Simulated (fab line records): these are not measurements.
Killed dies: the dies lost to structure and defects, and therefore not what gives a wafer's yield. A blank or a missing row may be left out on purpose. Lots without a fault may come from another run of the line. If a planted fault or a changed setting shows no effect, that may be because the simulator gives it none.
One fault seen from 2 desks | flow gf180mcu | numbers are kept per desk, each desk with only its own; the story behind them comes last

FROM THE METROLOGY DESK
What the gauges read for every lot (on any tool): the sampled wafers with a number, averaged. Marked OUT: a lot whose mean sits more than 4 standard deviations from the usual mean, which makes it out of limits; the brackets give that distance.
Columns: A = cdNm at GF_V4_CD_MEAS_14, usual 260.2 nm; B = V4_OVL at GF_V4_OVL_MEAS_15, usual 2 nm
lot  | first seen here | A     | B
L670 | day 28 15:04    | 259.9 | -0
L671 | day 28 20:08    | 260.6 | 0
L676 | day 30 15:43    | 259.1 | -1
L677 | day 30 20:04    | 260.4 | 1
L678 | day 30 20:25    | 261.1 | 2
L680 | day 31 08:26    | 263.5 | 4
This desk's verdict: no lot among the 6 shows anything out of limits.

FOR THE TOOL OWNER'S DESK: pvdSputter-03
The tool's own readings at GF_V4_SPUTTER_21 (material Ti, target thk 15 nm, time 80.02 s): means of the sampled wafers that have a number, for each lot that ran on this tool. Marked OUT: a lot whose mean sits more than 4 standard deviations from the usual mean, which makes it out of limits; the brackets give that distance.
Columns: A = chamberPressurePa at GF_V4_SPUTTER_21, usual 5.001 Pa; B = throttleValvePct at GF_V4_SPUTTER_21, usual 30.0 %
lot  | first seen here | A     | B
L670 | day 28 16:16    | 4.996 | 30.3
L676 | day 30 16:32    | 5.012 | 30.7
L678 | day 30 21:14    | 4.995 | 29.7
This desk's verdict: no lot among the 3 shows anything out of limits.

ALL TOGETHER
From the metrology desk's view, nothing was out of limits.
The desk of the tool owner found nothing out of limits.

WHAT HAD BEEN PUT IN BY THE SIMULATOR
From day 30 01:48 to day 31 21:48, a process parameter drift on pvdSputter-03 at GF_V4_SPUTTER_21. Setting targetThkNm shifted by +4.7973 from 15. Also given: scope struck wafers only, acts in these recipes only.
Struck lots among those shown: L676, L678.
